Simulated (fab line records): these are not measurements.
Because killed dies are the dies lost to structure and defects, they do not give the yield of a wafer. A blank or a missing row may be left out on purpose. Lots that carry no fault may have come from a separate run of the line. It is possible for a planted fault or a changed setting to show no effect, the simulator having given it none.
What tool caused it? + flow sky130 + 39 wafers from 13 lots sampled at 5 of the route's 708 steps

WHAT THE GAUGES READ, wafer by wafer
No reading from a measuring or inspecting step in the record can be judged against a usual standard deviation.

WHAT TOOL EACH LOT RAN ON (gives the tool, then ch and the chambers of the sampled wafers, and finally the start)
| lot  | SKY_VT_ADJUST_LVTN_STRIP_20          | SKY_VIA4_STRIP_13                    | SKY_METAL5_DESCUM_14              | SKY_PASSIVATION_CVD_02          | SKY_PAD_OPEN_PROBE_99   |
|------|--------------------------------------|--------------------------------------|-----------------------------------|---------------------------------|-------------------------|
| L693 | plasma asher-01 ch 0,1, day 8 21:14  | plasma asher-03 ch 0,1, day 43 19:31 | rie metal-04 ch 0, day 44 18:58   | pecvd-02 ch 0,1,2, day 44 20:02 | -                       |
| L694 | plasma asher-03 ch 0,1, day 8 21:56  | plasma asher-02 ch 0,1, day 44 03:56 | rie metal-02 ch 0,1, day 45 03:53 | pecvd-02 ch 0,1,2, day 45 04:59 | -                       |
| L695 | plasma asher-01 ch 0,1, day 8 22:29  | plasma asher-03 ch 0,1, day 44 06:16 | rie metal-03 ch 0,1, day 45 05:34 | pecvd-03 ch 0,1,2, day 45 06:51 | -                       |
| L698 | plasma asher-03 ch 0,1, day 9 19:23  | plasma asher-03 ch 0,1, day 44 23:42 | rie metal-02 ch 0,1, day 45 22:34 | pecvd-03 ch 0,2, day 45 23:30   | -                       |
| L699 | plasma asher-03 ch 0,1, day 10 04:55 | plasma asher-02 ch 0,1, day 45 06:54 | rie metal-04 ch 0,1, day 46 05:10 | pecvd-03 ch 0,1,2, day 46 06:07 | -                       |
| L701 | plasma asher-03 ch 0,1, day 10 15:37 | plasma asher-03 ch 0,1, day 45 17:49 | rie metal-02 ch 0,1, day 46 16:22 | pecvd-03 ch 0,1, day 46 17:23   | -                       |
| L702 | plasma asher-03 ch 0,1, day 10 20:29 | plasma asher-03 ch 0,1, day 46 00:15 | rie metal-02 ch 0,1, day 46 22:07 | pecvd-02 ch 0,1,2, day 46 23:04 | -                       |
| L703 | plasma asher-03 ch 0,1, day 11 10:29 | plasma asher-03 ch 0,1, day 46 15:33 | rie metal-04 ch 0,1, day 47 12:49 | pecvd-02 ch 0,1,2, day 47 13:46 | prober-02, day 49 06:44 |
| L705 | plasma asher-03 ch 0,1, day 11 17:13 | plasma asher-02 ch 0,1, day 46 15:36 | rie metal-03 ch 0,1, day 47 14:17 | pecvd-03 ch 0,1,2, day 47 15:22 | prober-01, day 49 07:55 |
| L708 | plasma asher-03 ch 0,1, day 12 17:56 | plasma asher-04 ch 0,1, day 47 12:33 | rie metal-04 ch 0,1, day 48 09:40 | pecvd-01 ch 1,2, day 48 10:37   | prober-02, day 49 23:20 |
| L709 | plasma asher-03 ch 0,1, day 12 21:41 | plasma asher-03 ch 0,1, day 47 14:46 | rie metal-03 ch 0,1, day 48 11:43 | pecvd-02 ch 0,1,2, day 48 12:45 | prober-01, day 50 02:29 |
| L712 | plasma asher-02 ch 0,1, day 13 17:20 | plasma asher-02 ch 0,1, day 48 07:43 | rie metal-04 ch 0,1, day 49 04:01 | pecvd-03 ch 1,2, day 49 05:00   | -                       |
| L713 | plasma asher-01 ch 0,1, day 14 00:01 | plasma asher-02 ch 0,1, day 48 15:48 | rie metal-04 ch 0,1, day 49 11:23 | pecvd-02 ch 0,2, day 49 12:36   | -                       |
- SKY_VT_ADJUST_LVTN_STRIP_20: strips in O2/N2.
- SKY_VIA4_STRIP_13: strips in O2/N2.
- SKY_METAL5_DESCUM_14: chemistry O2, time 11 s.
- SKY_PASSIVATION_CVD_02: deposits Si3N4, target thk 540 nm.
- SKY_PAD_OPEN_PROBE_99

WHAT THE TOOLS THEMSELVES READ (means of the sampled wafers that have a number; where no wafer has one, the mark that the record gives instead)
SKY_VT_ADJUST_LVTN_STRIP_20. Usual: drypump motor current A 6.1 A, standard deviation 0.44; oes product au 0.715 a.u., standard deviation 0.0046; strip time to endpoint s 14.18 s, standard deviation 0.04.
| lot  | tool            | drypump motor current A (A) | oes product au (a.u.) | strip time to endpoint s (s) | flag |
|------|-----------------|-----------------------------|-----------------------|------------------------------|------|
| L693 | plasma asher-01 | 6.6                         | 0.715                 | 14.17                        |      |
| L694 | plasma asher-03 | 5.9                         | 0.713                 | 14.13                        |      |
| L695 | plasma asher-01 | 6.6                         | 0.716                 | 14.21                        |      |
| L698 | plasma asher-03 | 5.9                         | 0.720                 | 14.21                        |      |
| L699 | plasma asher-03 | 5.9                         | 0.716                 | 14.22                        |      |
| L701 | plasma asher-03 | 6.2                         | 0.719                 | 14.17                        |      |
| L702 | plasma asher-03 | 6.2                         | 0.716                 | 14.22                        |      |
| L703 | plasma asher-03 | 5.9                         | 0.716                 | 14.16                        |      |
| L705 | plasma asher-03 | 5.9                         | 0.717                 | 14.14                        |      |
| L708 | plasma asher-03 | 6.2                         | 0.719                 | 14.20                        |      |
| L709 | plasma asher-03 | 6.2                         | 0.715                 | 14.14                        |      |
| L712 | plasma asher-02 | 5.6                         | 0.717                 | 14.15                        |      |
| L713 | plasma asher-01 | 6.6                         | 0.719                 | 14.14                        |      |

SKY_VIA4_STRIP_13. Usual: drypump motor current A 5.9 A, standard deviation 0.38; oes product au 0.710 a.u., standard deviation 0.0042; strip time to endpoint s 12.80 s, standard deviation 0.03.
| lot  | tool            | drypump motor current A (A) | oes product au (a.u.) | strip time to endpoint s (s) | flag |
|------|-----------------|-----------------------------|-----------------------|------------------------------|------|
| L693 | plasma asher-03 | 5.9                         | 0.711                 | 12.81                        |      |
| L694 | plasma asher-02 | 5.8                         | 0.708                 | 12.81                        |      |
| L695 | plasma asher-03 | 5.9                         | 0.713                 | 12.83                        |      |
| L698 | plasma asher-03 | 5.9                         | 0.707                 | 12.75                        |      |
| L699 | plasma asher-02 | 5.8                         | 0.707                 | 12.81                        |      |
| L701 | plasma asher-03 | 6.2                         | 0.711                 | 12.78                        |      |
| L702 | plasma asher-03 | 5.9                         | 0.710                 | 12.80                        |      |
| L703 | plasma asher-03 | 6.1                         | 0.707                 | 12.77                        |      |
| L705 | plasma asher-02 | 5.8                         | 0.710                 | 12.78                        |      |
| L708 | plasma asher-04 | 6.2                         | 0.709                 | 12.82                        |      |
| L709 | plasma asher-03 | 6.2                         | 0.714                 | 12.89                        |      |
| L712 | plasma asher-02 | 5.8                         | 0.710                 | 12.79                        |      |
| L713 | plasma asher-02 | 5.8                         | 0.710                 | 12.82                        |      |

SKY_METAL5_DESCUM_14. Usual: drypump motor current A 5.6 A, standard deviation 0.36; oes product au 1.002 a.u., standard deviation 0.011.
| lot  | tool         | drypump motor current A (A) | oes product au (a.u.) | flag |
|------|--------------|-----------------------------|-----------------------|------|
| L693 | rie metal-04 | 5.6                         | 1.007                 |      |
| L694 | rie metal-02 | 5.7                         | 0.997                 |      |
| L695 | rie metal-03 | 5.4                         | 1.004                 |      |
| L698 | rie metal-02 | 5.6                         | 0.997                 |      |
| L699 | rie metal-04 | 5.6                         | 1.007                 |      |
| L701 | rie metal-02 | 5.8                         | 1.008                 |      |
| L702 | rie metal-02 | 5.6                         | 0.999                 |      |
| L703 | rie metal-04 | 5.5                         | 0.993                 |      |
| L705 | rie metal-03 | 5.5                         | 0.998                 |      |
| L708 | rie metal-04 | 5.6                         | 1.006                 |      |
| L709 | rie metal-03 | 5.5                         | 0.992                 |      |
| L712 | rie metal-04 | 5.6                         | 1.007                 |      |
| L713 | rie metal-04 | 5.5                         | 1.004                 |      |

SKY_PASSIVATION_CVD_02. Usual: 674 W for heater power w, sd 89.
| lot  | tool     | heater power w (W) | flag |
|------|----------|--------------------|------|
| L693 | pecvd-02 | 648                |      |
| L694 | pecvd-02 | 575                |      |
| L695 | pecvd-03 | 691                |      |
| L698 | pecvd-03 | 675                |      |
| L699 | pecvd-03 | 676                |      |
| L701 | pecvd-03 | 675                |      |
| L702 | pecvd-02 | 628                |      |
| L703 | pecvd-02 | 592                |      |
| L705 | pecvd-03 | 709                |      |
| L708 | pecvd-01 | 740                |      |
| L709 | pecvd-02 | 634                |      |
| L712 | pecvd-03 | 764                |      |
| L713 | pecvd-02 | 550                |      |

SKY_PAD_OPEN_PROBE_99. Usual: killed_at_M0_to_M3 44, standard deviation 6.8; killed_at_M4_up 2.9, standard deviation 1.7; killed at contacts 24, standard deviation 5.2; killed at front end 15, standard deviation 4; killed at other 0.2, standard deviation 0.44; killed dies 86, standard deviation 9.9; killed open 47, standard deviation 7.9; killed short 39, standard deviation 6.3.
| lot  | tool      | killed_at_M0_to_M3 | killed_at_M4_up | killed at contacts | killed at front end | killed at other | killed dies | killed open | killed short | flag |
|------|-----------|--------------------|-----------------|--------------------|---------------------|-----------------|-------------|-------------|--------------|------|
| L703 | prober-02 | 48                 | 2.3             | 23                 | 19                  | 0.0             | 92          | 52          | 40           |      |
| L705 | prober-01 | 36                 | 1.3             | 22                 | 79                  | 0.0             | 139         | 44          | 27           | OFF  |
| L708 | prober-02 | 35                 | 2.7             | 17                 | 80                  | 0.3             | 136         | 33          | 34           | OFF  |
| L709 | prober-01 | 44                 | 2.0             | 19                 | 80                  | 0.0             | 144         | 41          | 38           | OFF  |

THE ANSWER, worked out from the rows above alone
Rule: take the mean of a lot's wafers that have a number; if it is more than 3 standard deviations from the usual mean, the lot is off. A lot without any number at a reading at which 4 lots or more have one is off too. Any other lot the step has rows for is counted as sound. After the gauges, taken in route order, come the tools' own readings; for these a lot's mean is taken, as printed above. At the first step where some lot is off, the reading lying furthest off is the one used; lots without a number count as furthest.
Off: L705, L708, L709, at SKY_PAD_OPEN_PROBE_99 (killed at front end). Neither off nor sound, because the step has no rows for them: L693, L694, L695, L698, L699, L701, L702, L712, L713.
A tool fits if, at that step or a process step before it, it ran every lot that is off, and no sound lot after the first of them. One fits: SKY_VT_ADJUST_LVTN_STRIP_20 on plasma asher-03. Its last sound lot is L703 (day 11 10:29), its first lot that is off L705 (day 11 17:13): a fault that began between those two fits.

WHAT THE SIMULATOR HAD PUT IN
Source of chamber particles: plasma asher-03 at SKY_VT_ADJUST_LVTN_STRIP_20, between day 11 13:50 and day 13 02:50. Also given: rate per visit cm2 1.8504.
Shown lots that were struck: L705, L708, L709. This agrees with what the rule above found.
